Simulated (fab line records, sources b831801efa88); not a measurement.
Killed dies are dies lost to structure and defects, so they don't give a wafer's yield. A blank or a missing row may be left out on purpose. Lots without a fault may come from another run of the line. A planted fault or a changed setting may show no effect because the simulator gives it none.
fab line records | flow sky130
record lots=14 wafers=42 last_day=50
route steps=708 shown DNWELL@44 VT_ADJUST_HVTR@139 SONOS_TUNNEL@163 SONOS_ONO@173 PAD_OPEN@708
lots that met no fault: from a run of the same line without faults
start_h: hours from the record's first day to the start of the lot's first wafer shown | wait_h: hours since the lot's step before | " the same as in the row above | L1.1+2: a row that stands for several wafers | - no value, or no start given | * or withheld: withheld | < > ~ a bound
route shown NAME@n: a module of which the file shows steps, and the number in the route of the first | usual: mean/standard deviation of fault-free wafers | same: alike in all rows | chamber/n: place in a boat | sites: the reading at each site | _std_site: their standard deviation | _edge_site: outer sites' mean less inner sites' | radius_mm: how far each site lies from the wafer's centre | mask NAME#n: copy n | behind: the tool/chamber that last shaped the wafer | hold: why the lot was held/for how many hours/how that ended | device: the transistor (n, p or np) that didn't switch | end of line: the same wafers' tests at the end of the route | a step without rows: its recipe alone | killed: dies lost to structure and defects at the first sort, not the wafer's yield | map: a wafer's dies, x killed, . not, _ none there
set.NAME: the setting as run; set.NAME@STEP: as run at that earlier step | model.NAME: the simulator's own value behind a step, which no gauge read
steps of the route over a sample of lots; a table a step, a row a wafer
services: from which hour (start_h, from the record's first day; less than 0 if before it) a tool's chamber was out of use, for how many hours, and why
## steps
# step SKY_DNWELL_TW_MEAS_09
# usual DNWELL_TW=1116/8.1
# columns lot.wafer tool chamber start_h wait_h DNWELL_TW
L554.3 film_metro-02 - 56.19 0.1 1122
L554.4 " - " " 1122
L554.5 " - " " 1122
L556.2 film_metro-02 - 68.23 0.1 1122
L556.5 " - " " 1121
L556.6 " - " " 1122
L557.3 film_metro-02 - 76.43 0.1 1110
L557.4 " - " " 1115
L557.6 " - " " 1109
L558.1 film_metro-04 - 81.36 0.1 1129
L558.2 " - " " 1127
L558.4 " - " " 1127
L561.3 film_metro-01 - 95.93 0.1 1108
L561.4 " - " " 1105
L561.5 " - " " 1098
L560.4 film_metro-02 - 96.20 0.1 1120
L560.5 " - " " 1119
L560.6 " - " " 1117
L563.1 film_metro-02 - 103.32 0.1 1119
L563.5 " - " " 1117
L563.6 " - " " 1124
L564.2 film_metro-04 - 111.27 0.1 1127
L564.3 " - " " 1122
L564.6 " - " " 1126
L571.2 film_metro-01 - 148.47 0.1 1125
L571.3 " - " " 1118
L571.4 " - " " 1114
L572.2 film_metro-02 - 153.27 0.1 1116
L572.3 " - " " 1113
L572.4 " - " " 1116
L573.3 film_metro-01 - 162.93 0.1 1113
L573.4 " - " " 1117
L573.5 " - " " 1111
L574.2 film_metro-01 - 165.62 0.1 1128
L574.4 " - " " 1122
L574.6 " - " " 1124
L575.1 film_metro-02 - 174.26 0.1 1118
L575.4 " - " " 1125
L575.6 " - " " 1123
L576.1 film_metro-02 - 177.12 0.1 1115
L576.2 " - " " 1114
L576.4 " - " " 1112
# step SKY_VT_ADJUST_HVTR_OVL_MEAS_08
# usual VT_ADJUST_HVTR_OVL=0.1/1.2
# columns lot.wafer tool chamber start_h wait_h VT_ADJUST_HVTR_OVL[nm]
L554.3 overlay-02 - 207.59 0.1 -0.6
L554.4 " - " " 1.2
L554.5 " - " " 0.3
L556.2 overlay-02 - 220.94 0.1 -2.3
L556.5 " - " " -0.8
L556.6 " - " " -0.9
L557.3 overlay-01 - 233.65 0.1 0.4
L557.4 " - " " 0.0
L557.6 " - " " -0.3
L558.1 overlay-01 - 240.84 0.1 0.8
L558.2 " - " " 1.9
L558.4 " - " " 0.7
L561.3 overlay-01 - 259.69 0.1 0.2
L561.4 " - " " -0.6
L561.5 " - " " -0.7
L560.4 overlay-02 - 260.85 0.1 -1.9
L560.5 " - " " -1.8
L560.6 " - " " -0.1
L563.1 overlay-02 - 271.54 0.1 1.5
L563.5 " - " " 0.3
L563.6 " - " " 1.5
L564.2 overlay-02 - 281.30 0.1 0.3
L564.3 " - " " 2.4
L564.6 " - " " 1.7
L571.2 overlay-02 - 336.43 0.1 2.8
L571.3 " - " " 1.5
L571.4 " - " " 0.9
L572.2 overlay-02 - 341.20 0.1 -1.6
L572.3 " - " " 0.1
L572.4 " - " " -0.8
L573.3 overlay-02 - 352.44 0.1 -0.5
L573.4 " - " " 1.3
L573.5 " - " " 0.6
L574.2 overlay-01 - 358.19 0.1 1.2
L574.4 " - " " 2.2
L574.6 " - " " 1.3
L575.1 overlay-01 - 370.28 0.1 0.5
L575.4 " - " " 1.4
L575.6 " - " " 0.8
L576.1 overlay-01 - 374.59 0.1 -1.8
L576.2 " - " " -0.4
L576.4 " - " " -1.7
# step SKY_SONOS_TUNNEL_IMPLANT_09
# recipe species=B energy_kev=20 dose_cm2=1e+12 tilt_deg=withheld
# usual beam_energy_keV=20.001/0.0056 beam_on_s=10.00/0.21 dose_ions_cm2=1.0001e+12/9.9e+08 faraday_current_uA=5.64/0.12
# columns lot.wafer tool chamber start_h wait_h beam_energy_keV beam_on_s dose_ions_cm2 faraday_current_uA
L554.3 implanter-04 0 253.67 0.1 19.998 10.06 1.0018e+12 5.60
L554.4 " 0 " " 19.991 10.27 1.0014e+12 5.49
L554.5 " 0 " " 19.998 9.76 1.0015e+12 5.76
L556.2 implanter-03 0 268.69 0.0 20.014 10.04 1.0016e+12 5.61
L556.5 " 0 " " 19.999 10.02 1.0006e+12 5.61
L556.6 " 0 " " 20.003 9.74 9.976e+11 5.80
L557.3 implanter-03 0 282.67 0.1 20.007 10.37 1.0013e+12 5.42
L557.4 " 0 " " 19.993 9.98 9.987e+11 5.62
L557.6 " 0 " " 19.998 10.22 1.0007e+12 5.51
L558.1 implanter-03 0 289.86 0.0 19.999 10.29 9.979e+11 5.49
L558.2 " 0 " " 20.002 9.86 9.986e+11 5.72
L558.4 " 0 " " 19.999 9.78 9.99e+11 5.78
L561.3 implanter-03 0 310.47 0.1 22.510 9.88 9.996e+11 5.67
L561.4 " 0 " " 22.514 10.34 9.987e+11 5.44
L561.5 " 0 " " 22.516 10.03 1.0007e+12 5.63
L560.4 implanter-04 0 311.76 0.1 20.003 10.17 1.0002e+12 5.53
L560.5 " 0 " " 19.997 10.30 1.0008e+12 5.49
L560.6 " 0 " " 19.991 10.18 1.0007e+12 5.53
L563.1 implanter-03 0 322.81 0.0 22.519 9.98 1.0014e+12 5.67
L563.5 " 0 " " 22.514 9.91 1.0014e+12 5.67
L563.6 " 0 " " 22.517 9.92 1.0014e+12 5.66
L564.2 implanter-03 0 332.99 0.0 22.523 9.68 9.998e+11 5.80
L564.3 " 0 " " 22.522 10.24 9.992e+11 5.51
L564.6 " 0 " " 22.513 9.96 9.995e+11 5.67
L571.2 implanter-04 0 392.44 0.0 20.003 10.25 1.0005e+12 5.51
L571.3 " 0 " " 20.002 10.15 9.99e+11 5.56
L571.4 " 0 " " 20.001 10.14 1e+12 5.58
L572.2 implanter-03 0 397.59 0.0 19.998 10.01 9.999e+11 5.62
L572.3 " 0 " " 19.998 10.13 9.989e+11 5.58
L572.4 " 0 " " 20.003 10.02 1.0004e+12 5.61
L573.3 implanter-04 0 410.27 0.1 20.002 10.03 9.98e+11 5.63
L573.4 " 0 " " 20.007 9.97 9.985e+11 5.65
L573.5 " 0 " " 20.009 10.03 9.997e+11 5.60
L574.2 implanter-02 0 415.29 0.0 19.998 9.87 9.996e+11 5.71
L574.4 " 0 " " 20.001 9.92 9.992e+11 5.69
L574.6 " 0 " " 19.997 10.30 1e+12 5.47
L575.1 implanter-03 0 428.92 0.0 19.997 9.60 1e+12 5.88
L575.4 " 0 " " 20.002 9.92 1.0005e+12 5.69
L575.6 " 0 " " 20.004 10.45 1.0009e+12 5.38
L576.1 implanter-02 0 433.77 0.0 20.002 10.18 1.0007e+12 5.52
L576.2 " 0 " " 20.008 10.29 9.997e+11 5.48
L576.4 " 0 " " 20.010 9.54 9.991e+11 5.88
# step SKY_SONOS_ONO_THK_MEAS_05
# recipe reads=SiO2_of_SONOS_ONO_CVD_04
# usual SONOS_ONO_CVD_04_THK=5.69/0.11
# columns lot.wafer tool chamber start_h wait_h SONOS_ONO_CVD_04_THK[nm]
L554.3 film_metro-03 - 259.70 0.0 5.56
L554.4 " - " " 5.49
L554.5 " - " " 5.51
L556.2 film_metro-02 - 273.97 0.0 5.73
L556.5 " - " " 5.73
L556.6 " - " " 5.75
L557.3 film_metro-04 - 291.17 0.0 5.62
L557.4 " - " " 5.72
L557.6 " - " " 5.53
L558.1 film_metro-04 - 298.09 0.0 5.62
L558.2 " - " " 5.57
L558.4 " - " " 5.51
L561.3 film_metro-02 - 317.84 0.0 5.62
L561.4 " - " " 5.60
L561.5 " - " " 5.52
L560.4 film_metro-03 - 317.85 0.0 5.77
L560.5 " - " " 5.67
L560.6 " - " " 5.69
L563.1 film_metro-04 - 328.25 0.0 5.63
L563.5 " - " " 5.66
L563.6 " - " " 5.70
L564.2 film_metro-04 - 338.41 0.0 5.64
L564.3 " - " " 5.57
L564.6 " - " " 5.62
L571.2 film_metro-03 - 400.12 0.0 5.72
L571.3 " - " " 5.75
L571.4 " - " " 5.59
L572.2 film_metro-02 - 404.16 0.0 5.73
L572.3 " - " " 5.82
L572.4 " - " " 5.81
L573.3 film_metro-04 - 416.42 0.0 5.71
L573.4 " - " " 5.65
L573.5 " - " " 5.83
L574.2 film_metro-02 - 421.96 0.0 5.76
L574.4 " - " " 5.75
L574.6 " - " " 5.80
L575.1 film_metro-02 - 437.85 0.0 5.77
L575.4 " - " " 5.91
L575.6 " - " " 5.66
L576.1 film_metro-02 - 440.68 0.0 5.53
L576.2 " - " " 5.56
L576.4 " - " " 5.51
# step SKY_PAD_OPEN_PROBE_99
# usual killed_at_M0_to_M3=43/6.7 killed_at_M4_up=3.2/1.9 killed_at_contacts=24/5.9 killed_at_front_end=15/4.1 killed_at_other=0.3/0.56 killed_dies=86/9.5 killed_open=47/7.4 killed_short=39/5.5
# same gross_dies=492 killed_at_back_side=0
# columns lot.wafer tool chamber start_h wait_h killed_at_M0_to_M3 killed_at_M4_up killed_at_contacts killed_at_front_end killed_at_other killed_dies killed_open killed_short
L556.2 prober-02 - 1090.98 0.1 30 2 18 13 0 63 36 27
L556.5 prober-02 - 1091.13 0.2 40 6 16 10 1 73 32 41
L556.6 prober-02 - 1091.18 0.2 38 1 22 10 0 71 37 34
L557.3 prober-01 - 1103.13 0.2 44 7 25 18 0 94 48 46
L557.4 prober-01 - 1103.18 0.2 47 7 26 10 0 90 47 43
L557.6 prober-01 - 1103.28 0.2 48 3 31 17 0 99 55 44
L558.1 prober-02 - 1117.57 0.1 46 3 24 11 0 84 45 39
L558.2 prober-02 - 1117.62 0.1 44 2 33 16 0 95 50 45
L558.4 prober-02 - 1117.72 0.2 58 0 23 16 0 97 54 43
L563.1 prober-02 - 1131.51 0.1 45 2 23 14 0 84 46 38
L563.5 prober-02 - 1131.71 0.2 42 3 21 21 1 88 43 45
L563.6 prober-02 - 1131.76 0.2 42 3 34 14 0 93 53 40
L564.2 prober-02 - 1136.70 0.1 43 2 27 10 0 82 45 37
L564.3 prober-02 - 1136.75 0.2 60 4 25 19 0 108 62 46
L564.6 prober-02 - 1136.90 0.2 40 5 21 15 0 81 46 35
L571.2 prober-01 - 1176.59 0.1 49 3 22 16 0 90 61 29
L571.3 prober-01 - 1176.64 0.2 50 2 25 12 0 89 50 39
L571.4 prober-01 - 1176.69 0.2 47 7 26 14 0 94 53 41
L572.2 prober-02 - 1179.88 0.1 40 3 28 12 1 84 43 41
L572.3 prober-02 - 1179.93 0.2 53 5 24 22 0 104 60 44
L572.4 prober-02 - 1179.98 0.2 40 2 23 16 0 81 42 39
# killed by level:class
L556.2 VIA1:geometric_particle:open=7 CONTACT:geometric_particle:open=6 METAL2:geometric_particle:short=5 VIA3:geometric_particle:open=5 METAL1:geometric_particle:short=4 VIA1:geometric_particle:short=4 POLY_GATE:geometric_particle:short=3 LI_CONTACT:geometric_particle:open=3
L556.5 VIA1:geometric_particle:open=9 CONTACT:geometric_particle:open=8 METAL2:geometric_particle:short=6 FIELD_ISO:geometric_particle:short=5 METAL4:geometric_particle:short=5 VIA2:geometric_particle:short=5 VIA1:geometric_particle:short=4 LI_CONTACT:geometric_particle:open=3
L556.6 VIA1:geometric_particle:open=11 CONTACT:geometric_particle:short=6 LI_CONTACT:geometric_particle:open=5 METAL2:geometric_particle:short=5 CONTACT:geometric_particle:open=5 VIA1:geometric_particle:short=5 VIA3:geometric_particle:open=5 METAL1:geometric_particle:short=4
L557.3 VIA1:geometric_particle:open=13 CONTACT:geometric_particle:open=10 VIA2:geometric_particle:short=8 LI_CONTACT:geometric_particle:open=6 METAL4:geometric_particle:short=6 VIA3:geometric_particle:open=5 POLY_GATE:geometric_particle:open=4 POLY_GATE:geometric_particle:short=4
L557.4 VIA1:geometric_particle:open=13 LI_CONTACT:geometric_particle:open=10 CONTACT:geometric_particle:open=7 METAL2:geometric_particle:short=6 VIA2:geometric_particle:short=5 VIA3:geometric_particle:open=5 METAL3:geometric_particle:short=5 POLY_GATE:geometric_particle:short=4
L557.6 CONTACT:geometric_particle:open=10 VIA2:geometric_particle:open=10 CONTACT:geometric_particle:short=9 VIA1:geometric_particle:open=9 LI_CONTACT:geometric_particle:open=8 POLY_GATE:geometric_particle:short=6 METAL2:geometric_particle:short=6 METAL1:geometric_particle:short=5
L558.1 VIA1:geometric_particle:open=10 VIA3:geometric_particle:open=8 VIA2:geometric_particle:open=7 CONTACT:geometric_particle:open=6 VIA1:geometric_particle:short=6 LI_CONTACT:geometric_particle:open=5 LOCAL_INTERCONNECT:geometric_particle:short=5 LI_CONTACT:geometric_particle:short=4
L558.2 CONTACT:geometric_particle:open=10 VIA3:geometric_particle:open=8 LI_CONTACT:geometric_particle:open=8 VIA1:geometric_particle:open=8 VIA2:geometric_particle:open=8 LOCAL_INTERCONNECT:geometric_particle:short=7 FIELD_ISO:geometric_particle:short=5 LI_CONTACT:geometric_particle:short=5
L558.4 VIA3:geometric_particle:open=12 VIA1:geometric_particle:open=10 LI_CONTACT:geometric_particle:open=8 CONTACT:geometric_particle:open=8 VIA1:geometric_particle:short=7 VIA2:geometric_particle:open=6 METAL2:geometric_particle:short=6 FIELD_ISO:geometric_particle:short=5
L563.1 CONTACT:geometric_particle:open=12 VIA3:geometric_particle:open=10 VIA1:geometric_particle:open=6 VIA2:geometric_particle:open=6 LOCAL_INTERCONNECT:geometric_particle:short=5 POLY_GATE:geometric_particle:short=4 VIA1:geometric_particle:short=4 METAL2:geometric_particle:short=4
L563.5 VIA1:geometric_particle:open=10 CONTACT:geometric_particle:open=7 POLY_GATE:geometric_particle:open=6 VIA3:geometric_particle:open=5 POLY_GATE:geometric_particle:short=5 LI_CONTACT:geometric_particle:open=5 LOCAL_INTERCONNECT:geometric_particle:short=5 METAL1:geometric_particle:short=5
L563.6 CONTACT:geometric_particle:open=14 LI_CONTACT:geometric_particle:open=9 VIA1:geometric_particle:short=8 VIA1:geometric_particle:open=8 VIA3:geometric_particle:open=8 FIELD_ISO:geometric_particle:short=4 VIA2:geometric_particle:short=4 LOCAL_INTERCONNECT:geometric_particle:open=4
L564.2 CONTACT:geometric_particle:open=11 METAL1:geometric_particle:short=8 VIA1:geometric_particle:open=7 VIA3:geometric_particle:open=6 LI_CONTACT:geometric_particle:open=5 CONTACT:geometric_particle:short=5 VIA1:geometric_particle:short=5 VIA2:geometric_particle:open=5
L564.3 CONTACT:geometric_particle:open=15 VIA3:geometric_particle:open=11 FIELD_ISO:geometric_particle:open=9 LI_CONTACT:geometric_particle:open=8 VIA1:geometric_particle:short=8 VIA1:geometric_particle:open=8 FIELD_ISO:geometric_particle:short=7 METAL1:geometric_particle:short=7
L564.6 VIA1:geometric_particle:open=14 LI_CONTACT:geometric_particle:open=6 CONTACT:geometric_particle:open=6 METAL1:geometric_particle:short=6 CONTACT:geometric_particle:short=5 POLY_GATE:geometric_particle:short=5 VIA2:geometric_particle:open=5 VIA3:geometric_particle:open=5
L571.2 VIA1:geometric_particle:open=17 LI_CONTACT:geometric_particle:open=9 CONTACT:geometric_particle:open=8 VIA2:geometric_particle:open=7 VIA3:geometric_particle:short=7 VIA3:geometric_particle:open=6 FIELD_ISO:geometric_particle:open=5 POLY_GATE:geometric_particle:open=5
L571.3 VIA1:geometric_particle:open=16 LOCAL_INTERCONNECT:geometric_particle:short=7 VIA2:geometric_particle:open=7 CONTACT:geometric_particle:short=6 CONTACT:geometric_particle:open=6 LI_CONTACT:geometric_particle:open=5 VIA1:geometric_particle:short=5 METAL2:geometric_particle:short=5
L571.4 VIA1:geometric_particle:open=14 VIA3:geometric_particle:open=9 CONTACT:geometric_particle:open=9 LI_CONTACT:geometric_particle:open=6 LOCAL_INTERCONNECT:geometric_particle:short=6 VIA1:geometric_particle:short=5 VIA2:geometric_particle:short=4 VIA2:geometric_particle:open=4
L572.2 CONTACT:geometric_particle:open=14 VIA1:geometric_particle:short=8 VIA1:geometric_particle:open=6 VIA2:geometric_particle:open=6 LOCAL_INTERCONNECT:geometric_particle:short=5 CONTACT:geometric_particle:short=5 METAL1:geometric_particle:short=5 METAL3:geometric_particle:short=4
L572.3 VIA1:geometric_particle:open=12 CONTACT:geometric_particle:open=10 FIELD_ISO:geometric_particle:open=7 VIA1:geometric_particle:short=7 VIA2:geometric_particle:open=6 METAL2:geometric_particle:short=6 VIA3:geometric_particle:open=6 LI_CONTACT:geometric_particle:open=5
L572.4 LI_CONTACT:geometric_particle:open=10 METAL1:geometric_particle:short=10 CONTACT:geometric_particle:open=6 VIA1:geometric_particle:open=6 FIELD_ISO:geometric_particle:short=5 CONTACT:geometric_particle:short=5 VIA1:geometric_particle:short=5 VIA2:geometric_particle:open=5
## services
# columns tool chamber start_h hours kind
implanter-03 - 260.37 1.6 repair
implanter-03 - 262.68 1.8 repair
implanter-02 - 323.43 2.8 pm
implanter-04 - 351.31 1.7 repair
implanter-03 - 359.22 3.7 repair
implanter-04 - 407.33 1.0 repair
implanter-03 - 415.54 4.1 pm
implanter-04 - 419.50 0.6 repair
## key
first_sign step=SKY_SONOS_TUNNEL_IMPLANT_09 reading=beam_energy_keV direction=up sigmas=99+ usual=* struck=*
effect none on later readings
met_at SKY_SONOS_TUNNEL_IMPLANT_09
struck_lots L561,L563,L564
tester_left_out L561,L563,L564
not_acting_at SKY_DNWELL_TW_MEAS_09,SKY_VT_ADJUST_HVTR_OVL_MEAS_08,SKY_SONOS_ONO_THK_MEAS_05
onset_between 289.86 310.47
fault kind=process_parameter_drift tool=implanter-03 chamber=- onset_h=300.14 steps=SKY_SONOS_TUNNEL_IMPLANT_09 channel=energy_kev offset=* shape=step end_h=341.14 acts_in=* stated=*
# tester_left_out: of these lots the tester's yield and bins aren't shown, on N5 and GAA mostly nor the transistor test; their killed dies are dies lost to structure and defects alone, not to doping, threshold or leakage, so they don't give the yield
